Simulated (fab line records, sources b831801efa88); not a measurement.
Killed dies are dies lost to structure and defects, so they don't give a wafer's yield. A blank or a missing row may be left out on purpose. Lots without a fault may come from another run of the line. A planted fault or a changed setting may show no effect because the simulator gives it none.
Problem report in the 8D (eight disciplines) form, filled by code | flow gf180mcu | the parts of the form that need people (team, actions taken, sign-off) are left out

1. THE PROBLEM
cd_nm at GF_V4_CD_MEAS_14 reads a mean of 268.0 nm on 6 wafers of 2 lots; wafers without a fault read 260.0 nm with a standard deviation of 1.3. That is +6.2 standard deviations from the usual mean.
The step: target cd 260 nm.
First seen on wafer L137.3, day 29 07:07, on cd_sem-01. The record holds 39 wafers of 13 lots with a number at this step. Rule for "out", or "out of limits": more than 4 standard deviations from the usual mean. The other wafers with a number count as sound.

2. WHAT IT IS AND WHAT IT IS NOT
question                    | is                     | is not
which readings at this step | cd_nm                  | -
which lots                  | L137, L138             | L123, L124, L125, L127, L128, L130, L141, L142, L143, L144, L145
which wafers of those lots  | all that have a number | -
read on which gauges        | cd_sem-01, cd_sem-02   | -
when                        | from day 29 07:07      | up to then (18 sound wafers); but 15 sound wafers of L141, L142, L143, L144, L145 came after

3. SUSPECTS, AND WHAT RULES EACH OUT
Counting: a tool at a process step up to the reading stays a suspect if it ran every lot that is out and no sound lot after the first of them.
- the gauge at GF_V4_CD_MEAS_14: ruled out. The wafers that are out were read on 2 gauges (cd_sem-01, cd_sem-02).
- pvd_sputter-01 at GF_V3_SPUTTER_22 (material TiN, target thk 10 nm, time 40 s): ruled out as a lasting fault. Sound lots L143, L145 ran on it after its first lot that is out, L137 (day 27 13:58).
- krf_scanner-02 at GF_V4_EXPOSE_11 (exposes mask Via4, target cd 260 nm): kept. It ran every lot that is out, first L137 (day 28 21:40), and no sound lot after that; its last sound lot up to then is L130 (day 26 22:43). Its own readings are out on those wafers: exposure_dose_mJ_cm2.
Left after counting: krf_scanner-02 at GF_V4_EXPOSE_11.

4. THE CAUSE (what the simulator had put in)
Process parameter drift: krf_scanner-02, from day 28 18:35 on, at GF_V4_EXPOSE_11. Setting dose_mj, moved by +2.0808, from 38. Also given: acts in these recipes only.
Counting left only this tool.

5. THE CHAIN OF EFFECTS, in route order
Each row: a reading whose mean over the struck wafers that have a number lies more than 3 standard deviations from the usual. Only readings for which the record gives a usual standard deviation are gone through. hours: the time from each lot's start at the first step in this table that gives one to its start at this step, as a median over the lots. sigmas: the change in usual standard deviations.
hours | step             | reading              | usual    | on struck wafers | change | sigmas
0     | GF_V4_EXPOSE_11  | exposure_dose_mJ_cm2 | 37.95    | 40.01            | +2.06  | +53
9     | GF_V4_CD_MEAS_14 | cd_nm                | 260.0 nm | 268.0            | +8.0   | +6.2
The process steps in it:
- GF_V4_EXPOSE_11: exposes mask Via4, target cd 260 nm.
Later measuring or inspecting steps at which every struck wafer that the step has a row for has a number for every such reading, and none has moved that far: GF_V4_OVL_MEAS_15.

6. WHAT WOULD HAVE CAUGHT IT SOONER
In this record the first reading out of limits at a measuring or inspecting step was taken at day 29 07:07, 13 hours after the fault began at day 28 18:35.
The tool's own readings at GF_V4_EXPOSE_11 were out on every struck wafer that the step has a row for (exposure_dose_mJ_cm2): an alarm limit on them would have fired on the first of those.
All the lots that are out (2) had begun GF_V4_EXPOSE_11 on krf_scanner-02 by day 29 07:07. A hold on the tool at that time would have spared none of them.
